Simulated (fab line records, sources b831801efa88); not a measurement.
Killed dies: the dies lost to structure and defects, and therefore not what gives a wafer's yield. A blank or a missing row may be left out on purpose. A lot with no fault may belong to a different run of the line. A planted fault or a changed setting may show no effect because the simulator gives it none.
The same fault as seen by 2 desks    flow sky130    each desk holds nothing but its own numbers, with what lay behind them at the end

## THE METROLOGY DESK
Lot by lot, what the gauges showed, no matter which tool ran the lot: averages of those sampled wafers that carry a number. A lot is out of limits, marked OUT, if its mean lies more than 4 standard deviations from the usual mean; the brackets give that distance.
Columns: A = LDD_N_TW at SKY_LDD_N_TW_MEAS_17, usual 2603; B = cd-nm at SKY_LDD_P_CD_MEAS_07, usual 379 nm; C = SD_P_OVL at SKY_SD_P_OVL_MEAS_08, usual 0.5 nm
lot   first seen here  A     B    C
L631  day 17 15:24     2588  379  3.2
L632  day 18 04:07     2595  387  0.6
L637  day 20 08:28     2596  377  -1.5
L638  day 20 13:58     2624  377  -1.4
L639  day 21 13:38     2617  384  0.4
L641  day 22 18:02     2629  379  0.3
L642  day 22 19:07     2604  379  2.6
L644  day 23 00:26     2586  376  -1.6
L646  day 23 12:55     2620  383  -1.5
L650  day 24 15:05     2599  378  1.2
L652  day 25 10:04     2597  378  0.2
L653  day 25 18:24     2598  383  1.5
L654  day 26 20:47     2587  385  3.7
Result from this desk: across the 13 lots, nothing is out of limits.

## FOR THE TOOL OWNER'S DESK: wet-bench-04
The tool's own readings at SKY_LDD_LDN_CLEAN_14 (cleans in SC1/SC2, time 150 s): means of the sampled wafers that have a number, for each lot that ran on this tool. A lot is out of limits, marked OUT, if its mean lies more than 4 standard deviations from the usual mean; the brackets give that distance.
Columns: A = run-length-s at SKY_LDD_LDN_CLEAN_14, usual 177.3 s
lot   first seen here  A
L631  day 22 17:12     174.6
L639  day 26 14:39     175.3
L644  day 27 22:41     182.5
L646  day 28 11:15     177.0
L652  day 30 06:35     113.1 (-24) OUT
This desk's finding: out of limits on L652; first on L652, day 30 06:35 (run-length-s at SKY_LDD_LDN_CLEAN_14). L631, L639, L644, L646 stayed within limits.

## PUT TOGETHER
The tool owner's desk could have raised an alarm at day 30 06:35, on L652.
At the metrology desk, nothing out of limits was observed.
The metrology desk holds a record of L652, inside its limits.
Of the lots named, all ran SKY_LDD_LDN_CLEAN_14 on wet-bench-04.

## WHAT THE SIMULATOR HAD INSERTED
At SKY_LDD_LDN_CLEAN_14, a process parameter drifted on wet-bench-04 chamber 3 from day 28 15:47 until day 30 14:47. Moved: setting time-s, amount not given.
Struck lots among those shown: L652.
Each desk's first reading out of limits, in hours after the fault started: the tool owner's desk, 39.
